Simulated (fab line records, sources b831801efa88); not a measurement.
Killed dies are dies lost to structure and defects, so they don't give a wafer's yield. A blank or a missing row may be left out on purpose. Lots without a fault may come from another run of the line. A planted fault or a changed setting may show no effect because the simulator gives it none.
Chamber matching | flow sky130 | SKY_VIA3_CMP_02 on cmp-01: 3 sister chambers
The step polishes SiO2. 24 wafers are shown with their chamber, then 9 later ones without.

WAFERS WITH THEIR CHAMBER
wafer  | chamber | motor_current_A (A)
L074.1 | 2       | 12.8
L074.3 | 1       | 13.5
L074.5 | 2       | 13.1
L075.3 | 1       | 13.2
L075.4 | 0       | 11.6
L075.5 | 2       | 12.2
L076.2 | 2       | 12.8
L076.5 | 1       | 13.5
L076.6 | 0       | 11.8
L077.1 | 0       | 11.7
L077.3 | 2       | 13.1
L077.5 | 1       | 13.8
L078.3 | 0       | 11.7
L078.4 | 2       | 13.0
L078.6 | 2       | 12.7
L081.1 | 2       | 13.3
L081.4 | 1       | 13.9
L081.6 | 0       | 11.7
L082.2 | 0       | 11.5
L082.3 | 2       | 12.4
L082.5 | 2       | 12.8
L087.1 | 0       | 11.3
L087.5 | 1       | 13.9
L087.6 | 0       | 12.0

SIGNATURES (means of the wafers above)
reading         | chamber 0 | chamber 1 | chamber 2 | scatter within a chamber
motor_current_A | 11.662    | 13.633    | 12.820    | 0.284
Rule: a wafer's distance from a chamber is the root of the sum, over the readings, of the square of ((its reading less the chamber's mean) divided by the reading's scatter). The wafer belongs to the nearest chamber; if the next one is less than 2 further off, it can't be placed. The scatter: the root of (the sum of the squares of (reading less its chamber's mean) over the shown wafers, divided by (wafers less chambers)).

WAFERS WITHOUT THEIR CHAMBER
wafer  | motor_current_A (A)
L088.2 | 12.9
L088.3 | 11.9
L088.5 | 12.1
L089.1 | 13.3
L089.6 | 13.3
L094.1 | 14.3
L094.4 | 12.2
L097.3 | 12.1
L097.5 | 13.1

WHICH CHAMBER EACH WENT THROUGH
wafer  | from the rows above     | in truth
L088.2 | 2                       | 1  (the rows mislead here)
L088.3 | 0                       | 0
L088.5 | can't be placed: 0 or 2 | 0
L089.1 | can't be placed: 1 or 2 | 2
L089.6 | can't be placed: 1 or 2 | 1
L094.1 | 1                       | 1
L094.4 | can't be placed: 0 or 2 | 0
L097.3 | can't be placed: 0 or 2 | 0
L097.5 | can't be placed: 2 or 1 | 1
Placed correctly: 2 of 9. Can't be placed from these rows: 6 (the true chamber is among the candidates in 6). Placed wrongly: 1.
